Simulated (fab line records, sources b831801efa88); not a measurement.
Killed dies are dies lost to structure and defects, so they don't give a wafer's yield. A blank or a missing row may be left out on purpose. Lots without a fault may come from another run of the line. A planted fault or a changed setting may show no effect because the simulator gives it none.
fab line records | flow sky130
record lots=6 wafers=18 last_day=50
route steps=708 shown GATE_OXIDE@192 POLY_GATE@204 RES_PROTECT@206
lots that met no fault: from a run of the same line without faults
start_h: hours from the record's first day to the start of the lot's first wafer shown | wait_h: hours since the lot's step before | " the same as in the row above | L1.1+2: a row that stands for several wafers | - no value, or no start given | * or withheld: withheld | < > ~ a bound
route shown NAME@n: a module of which the file shows steps, and the number in the route of the first | usual: mean/standard deviation of fault-free wafers | same: alike in all rows | chamber/n: place in a boat | sites: the reading at each site | _std_site: their standard deviation | _edge_site: outer sites' mean less inner sites' | radius_mm: how far each site lies from the wafer's centre | mask NAME#n: copy n | behind: the tool/chamber that last shaped the wafer | hold: why the lot was held/for how many hours/how that ended | device: the transistor (n, p or np) that didn't switch | end of line: the same wafers' tests at the end of the route | a step without rows: its recipe alone | killed: dies lost to structure and defects at the first sort, not the wafer's yield | map: a wafer's dies, x killed, . not, _ none there
set.NAME: the setting as run; set.NAME@STEP: as run at that earlier step | model.NAME: the simulator's own value behind a step, which no gauge read
lots at some steps of the route; a table a step, a row a wafer
services: from which hour (start_h, from the record's first day; less than 0 if before it) a tool's chamber was out of use, for how many hours, and why
## steps
# step SKY_GATE_OXIDE_COAT_05
# recipe resist=NOVOLAK spin_rpm=3000 resist_thk_nm=1140
# step SKY_GATE_OXIDE_SOFTBAKE_06
# recipe temp_c=90 time_s=60 resist=NOVOLAK
# step SKY_GATE_OXIDE_EXPOSE_07
# recipe mask_id=LVOM na=0.6 source_shape=conventional sigma_outer=0.6 polarization=unpolarized target_cd_nm=600 dose_mj=170
# step SKY_GATE_OXIDE_PEB_08
# recipe temp_c=withheld time_s=* resist=NOVOLAK
# step SKY_GATE_OXIDE_DEVELOP_09
# recipe resist=NOVOLAK developer=TMAH develop_time_s=60 dev_temp_c=23
# step SKY_GATE_OXIDE_OVL_MEAS_10
# usual GATE_OXIDE_OVL=0.3/1.2
# columns lot.wafer tool chamber start_h wait_h GATE_OXIDE_OVL[nm]
L707.2 overlay-01 - 312.11 0.1 -0.8
L707.3 " - " " -0.6
L707.6 " - " " -0.4
L715.2 overlay-01 - 388.57 0.1 0.2
L715.3 " - " " 0.6
L715.5 " - " " 0.8
L717.1 overlay-01 - 401.86 0.1 -1.4
L717.2 " - " " -0.1
L717.5 " - " " 0.8
L719.2 overlay-02 - 417.45 0.1 1.6
L719.3 " - " " 3.3
L719.6 " - " " -0.2
L727.2 overlay-01 - 487.47 0.1 1.3
L727.3 " - " " 1.1
L727.6 " - " " 0.6
L728.1 overlay-02 - 496.25 0.1 1.1
L728.5 " - " " 1.8
L728.6 " - " " 1.2
# step SKY_GATE_OXIDE_IMPLANT_11
# recipe species=B energy_kev=10.18 dose_cm2=2.6e+12 tilt_deg=withheld
# step SKY_GATE_OXIDE_WET_ETCH_12
# recipe chemistry=dHF target_depth_nm=16.8 dry=n2_spin target=SiO2 dilution=100:1 temp_c=25 time_s=336
# step SKY_GATE_OXIDE_STRIP_13
# recipe chemistry=O2/N2 power_w=1400 pressure_mtorr=1500 platen_temp_c=withheld o2_flow_sccm=3000 n2_flow_sccm=300 overash_fraction=0.5
# usual drypump_motor_current_A=5.5/0.52 oes_product_au=0.715/0.0042 strip_time_to_endpoint_s=14.17/0.042
# columns lot.wafer tool chamber start_h wait_h drypump_motor_current_A oes_product_au rf_hours_counter_h strip_time_to_endpoint_s
L707.2 plasma_asher-01 0 312.39 0.0 5.0 0.712 62 14.26
L707.3 " 0 " " 5.0 0.710 - 14.23
L707.6 " 0 " " 5.0 0.715 - 14.24
L715.2 plasma_asher-01 1 388.85 0.0 5.5 0.713 70 14.19
L715.3 " 0 " " 5.0 0.721 - 14.18
L715.5 " 0 " " 4.9 0.714 - 14.19
L717.1 plasma_asher-03 0 402.15 0.0 5.7 0.718 29 14.16
L717.2 " 1 " " 4.6 0.717 29 14.08
L717.5 " 0 " " 5.7 0.715 - 14.14
L719.2 plasma_asher-01 0 417.73 0.0 4.9 0.715 73 14.23
L719.3 " 0 " " 4.9 0.713 - 14.18
L719.6 " 0 " " 4.9 0.716 - 14.21
L727.2 plasma_asher-04 0 487.75 0.0 6.3 0.711 63 14.18
L727.3 " 1 " " 5.4 0.716 - 14.12
L727.6 " 1 " " 5.4 0.711 - 14.13
L728.1 plasma_asher-01 0 496.55 0.0 4.9 0.715 6 14.08
L728.5 " 0 " " 5.0 0.716 - 14.13
L728.6 " 1 " " 5.5 0.714 - 14.11
# step SKY_GATE_OXIDE_TW_MEAS_14
# usual GATE_OXIDE_TW=226.5/2.9
# columns lot.wafer tool chamber start_h wait_h GATE_OXIDE_TW
L707.2 film_metro-03 - 312.50 0.1 224.5
L707.3 " - " " 225.2
L707.6 " - " " 225.5
L715.2 film_metro-02 - 388.96 0.1 228.7
L715.3 " - " " 229.4
L715.5 " - " " 228.7
L717.1 film_metro-02 - 402.25 0.1 229.1
L717.2 " - " " 228.6
L717.5 " - " " 229.2
L719.2 film_metro-03 - 417.84 0.1 224.2
L719.3 " - " " 224.0
L719.6 " - " " 224.9
L727.2 film_metro-01 - 487.86 0.1 223.1
L727.3 " - " " 224.3
L727.6 " - " " 223.9
L728.1 film_metro-02 - 496.65 0.1 229.9
L728.5 " - " " 229.0
L728.6 " - " " 230.2
# step SKY_GATE_OXIDE_CLEAN_15
# recipe chemistry=SC1/SC2 mix=1:4:20 temp_c=70 time_s=150 dry=n2_spin
# step SKY_GATE_OXIDE_OXIDATION_16
# recipe temp_c=800 ambient=O2 idle_temp_c=700 ramp_up_c_per_min=10 ramp_down_c_per_min=3 stabilise_s=600 purge_s=300 target_thk_a=35.7 ox_time_s=1915
# step SKY_POLY_GATE_CVD_00
# recipe material=poly-Si target_thk_nm=180 temp_c=620 time_s=720 pressure_mtorr=200
# usual pressure_mtorr=200.0/0.38 zone_power_bottom_pct=12.8/1 zone_power_top_pct=21.6/1.1
# columns lot.wafer tool chamber start_h wait_h pressure_mtorr zone_power_bottom_pct zone_power_top_pct model.poly-Si_of_POLY_GATE_CVD_00.thk_nm
L707.2 lpcvd-01 0 315.22 0.0 200.0 12.0 22.1 180.7
L707.3 " 0 " " 200.0 12.0 22.3 180.4
L707.6 " 0 " " 199.9 12.2 22.0 179.8
L715.2 lpcvd-01 0 391.63 0.0 199.5 11.9 22.6 179.3
L715.3 " 0 " " 199.5 11.9 22.3 178.3
L715.5 " 0 " " 199.6 12.1 22.2 177.8
L717.1 lpcvd-01 0 407.15 0.0 239.8 11.9 23.1 196
L717.2 " 0 " " 240.1 11.9 22.5 197
L717.5 " 0 " " 239.5 11.9 22.7 197.5
L719.2 lpcvd-01 0 420.29 0.0 240.1 12.0 22.9 196.2
L719.3 " 0 " " 239.2 12.1 22.2 196.1
L719.6 " 0 " " 239.8 12.0 22.4 195.9
L727.2 lpcvd-01 0 489.49 0.0 200.8 11.9 22.5 179.2
L727.3 " 0 " " 200.1 12.2 22.1 178.7
L727.6 " 0 " " 200.7 11.8 22.4 177.6
L728.1 lpcvd-01 0 498.29 0.0 200.4 12.0 22.8 181.1
L728.5 " 0 " " 199.9 12.1 22.6 181
L728.6 " 0 " " 200.0 11.9 22.6 180
# step SKY_POLY_GATE_THK_MEAS_01
# recipe reads=poly-Si_of_POLY_GATE_CVD_00
# usual POLY_GATE_CVD_00_THK=179.8/1.5
# columns lot.wafer tool chamber start_h wait_h POLY_GATE_CVD_00_THK[nm]
L707.2 film_metro-04 - 317.03 0.0 180.8
L707.3 " - " " 180.4
L707.6 " - " " 179.8
L715.2 film_metro-04 - 392.84 0.0 179.2
L715.3 " - " " 178.4
L715.5 " - " " 177.6
L717.1 film_metro-04 - 408.35 0.0 196.1
L717.2 " - " " 197.1
L717.5 " - " " 197.7
L719.2 film_metro-01 - 421.50 0.0 196.4
L719.3 " - " " 196.1
L719.6 " - " " 196.0
L727.2 film_metro-02 - 490.70 0.0 179.2
L727.3 " - " " 178.6
L727.6 " - " " 177.5
L728.1 film_metro-01 - 499.49 0.0 180.9
L728.5 " - " " 181.1
L728.6 " - " " 179.8
# step SKY_RES_PROTECT_DEHYDRATE_00
# recipe temp_c=200 time_s=60
# step SKY_RES_PROTECT_HMDS_01
# recipe prime_time_s=60 prime_temp_c=120
# step SKY_RES_PROTECT_COAT_02
# recipe resist=NOVOLAK spin_rpm=3000 resist_thk_nm=1140
# step SKY_RES_PROTECT_SOFTBAKE_03
# recipe temp_c=90 time_s=60 resist=NOVOLAK
# step SKY_RES_PROTECT_EXPOSE_04
# recipe mask_id=RPM na=0.6 source_shape=conventional sigma_outer=0.6 polarization=unpolarized target_cd_nm=1270 dose_mj=131
# step SKY_RES_PROTECT_PEB_05
# recipe temp_c=withheld time_s=* resist=NOVOLAK
# step SKY_RES_PROTECT_DEVELOP_06
# recipe resist=NOVOLAK developer=TMAH develop_time_s=60 dev_temp_c=23
# step SKY_POLY_GATE_IMPLANT_02
# recipe species=P energy_kev=30.48 dose_cm2=7.7e+15 tilt_deg=0
# step SKY_RES_PROTECT_STRIP_07
# recipe chemistry=O2/N2 power_w=1400 pressure_mtorr=1500 platen_temp_c=withheld o2_flow_sccm=3000 n2_flow_sccm=300 overash_fraction=0.5
# usual drypump_motor_current_A=5.4/0.54 oes_product_au=0.516/0.0048 strip_time_to_endpoint_s=23.43/0.042
# columns lot.wafer tool chamber start_h wait_h drypump_motor_current_A oes_product_au rf_hours_counter_h strip_time_to_endpoint_s
L707.2 plasma_asher-01 1 342.96 0.1 5.5 0.520 65 23.50
L707.3 " 1 " " 5.5 0.509 - 23.50
L707.6 " 1 " " 5.5 0.521 - 23.47
L715.2 plasma_asher-03 0 421.81 0.1 5.8 0.526 31 23.49
L715.3 " 1 " " 4.7 0.522 - 23.48
L715.5 " 0 " " 5.7 0.519 - 23.51
L717.1 plasma_asher-03 0 438.16 0.1 5.7 0.509 33 23.40
L717.2 " 1 " " 4.7 0.506 33 23.41
L717.5 " 0 " " 5.7 0.526 - 23.42
L719.2 plasma_asher-03 0 452.06 0.1 5.7 0.519 34 23.42
L719.3 " 0 " " 5.7 0.520 - 23.39
L719.6 " 1 " " 4.7 0.516 - 23.43
L727.2 plasma_asher-02 0 521.06 0.1 6.2 0.507 85 23.39
L727.3 " 0 " " 6.2 0.519 - 23.42
L727.6 " 0 " " 6.2 0.518 - 23.40
L728.1 plasma_asher-01 0 529.69 0.1 5.0 0.514 10 23.42
L728.5 " 0 " " 4.9 0.521 - 23.42
L728.6 " 1 " " 5.5 0.518 - 23.44
# step SKY_RES_PROTECT_TW_MEAS_08
# usual POLY_GATE_TW=4048/22
# columns lot.wafer tool chamber start_h wait_h POLY_GATE_TW
L707.2 film_metro-04 - 343.07 0.1 4078
L707.3 " - " " 4067
L707.6 " - " " 4060
L715.2 film_metro-01 - 421.92 0.1 4034
L715.3 " - " " 4045
L715.5 " - " " 4035
L717.1 film_metro-03 - 438.26 0.1 4051
L717.2 " - " " 4059
L717.5 " - " " 4068
L719.2 film_metro-04 - 452.17 0.1 4081
L719.3 " - " " 4096
L719.6 " - " " 4078
L727.2 film_metro-03 - 521.17 0.1 4051
L727.3 " - " " 4023
L727.6 " - " " 4064
L728.1 film_metro-03 - 529.79 0.1 4059
L728.5 " - " " 4039
L728.6 " - " " 4037
# step SKY_RES_PROTECT_CLEAN_09
# recipe chemistry=SC1/SC2 mix=1:4:20 temp_c=70 time_s=150 dry=n2_spin
# columns lot.wafer tool chamber start_h wait_h model.poly-Si_of_POLY_GATE_CVD_00.thk_nm
L707.2 wet_bench-02 3 343.12 0.0 180.1
L707.3 " 3 " " 179.8
L707.6 " 3 " " 179.2
L715.2 wet_bench-02 2 421.97 0.0 178.7
L715.3 " 2 " " 177.6
L715.5 " 2 " " 177.1
L717.1 wet_bench-01 3 438.32 0.1 195.3
L717.2 " 3 " " 196.4
L717.5 " 3 " " 196.9
L719.2 wet_bench-01 1 452.22 0.0 195.6
L719.3 " 1 " " 195.5
L719.6 " 1 " " 195.3
L727.2 wet_bench-03 1 521.22 0.0 178.5
L727.3 " 1 " " 178
L727.6 " 1 " " 177
L728.1 wet_bench-01 0 529.85 0.1 180.5
L728.5 " 0 " " 180.4
L728.6 " 0 " " 179.4
# step SKY_POLY_GATE_CVD_03
# recipe material=Si3N4 precursor=DCS/NH3 target_thk_nm=75 temp_c=770 time_s=1290 pressure_mtorr=250
## services
# columns tool chamber start_h hours kind
plasma_asher-04 - 295.52 1.5 repair
lpcvd-01 - 302.42 0.8 pm
plasma_asher-03 - 314.61 1.6 repair
lpcvd-01 - 325.03 1.3 repair
plasma_asher-04 - 348.73 13.9 repair
plasma_asher-02 - 367.86 12.4 repair
plasma_asher-04 - 407.49 2.8 pm
plasma_asher-01 - 421.25 9.0 pm
plasma_asher-01 0 421.25 9.0 vent_cycle
plasma_asher-01 1 421.25 9.0 vent_cycle
plasma_asher-01 0 430.25 - clean
plasma_asher-01 1 430.25 - clean
wet_bench-03 - 456.70 10.1 repair
plasma_asher-03 - 463.79 1.7 repair
plasma_asher-03 - 471.92 1.0 repair
plasma_asher-04 - 490.14 3.5 repair
plasma_asher-03 - 496.46 1.6 repair
plasma_asher-01 - 518.74 0.4 repair
## key
first_sign step=SKY_POLY_GATE_CVD_00 reading=pressure_mtorr direction=up sigmas=99+ usual=200.0 struck=239.8
effect step=SKY_POLY_GATE_THK_MEAS_01 reading=POLY_GATE_CVD_00_THK direction=up sigmas=11 usual=179.8 struck=196.6
model_effect step=SKY_POLY_GATE_CVD_00 value=poly-Si_of_POLY_GATE_CVD_00.thk_nm without=179.3 struck=196.5
model_effect step=SKY_RES_PROTECT_CLEAN_09 value=poly-Si_of_POLY_GATE_CVD_00.thk_nm without=178.6 struck=195.8
met_at SKY_POLY_GATE_CVD_00
struck_wafers L717.1,L717.2,L717.5,L719.2,L719.3,L719.6
later_rows_left_out L717.1,L717.2,L717.5,L719.2,L719.3
sort_left_out L717.1,L717.2,L717.5,L719.2,L719.3,L719.6
tester_left_out L717,L719
onset_between 391.63 407.15
fault kind=process_parameter_drift tool=lpcvd-01 chamber=0 onset_h=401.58 steps=SKY_POLY_GATE_CVD_00 channel=pressure_mtorr offset=40 shape=step end_h=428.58 stated=200
# tester_left_out: of these lots the tester's yield and bins aren't shown, on N5 and GAA mostly nor the transistor test; their killed dies are dies lost to structure and defects alone, not to doping, threshold or leakage, so they don't give the yield
# sort_left_out: the simulated sort isn't trusted on such a fault, so these wafers' sort isn't shown, and their yield isn't known
# later_rows_left_out: the simulator's readings of these wafers behind a module that went badly wrong aren't trusted and aren't shown, but for the sort
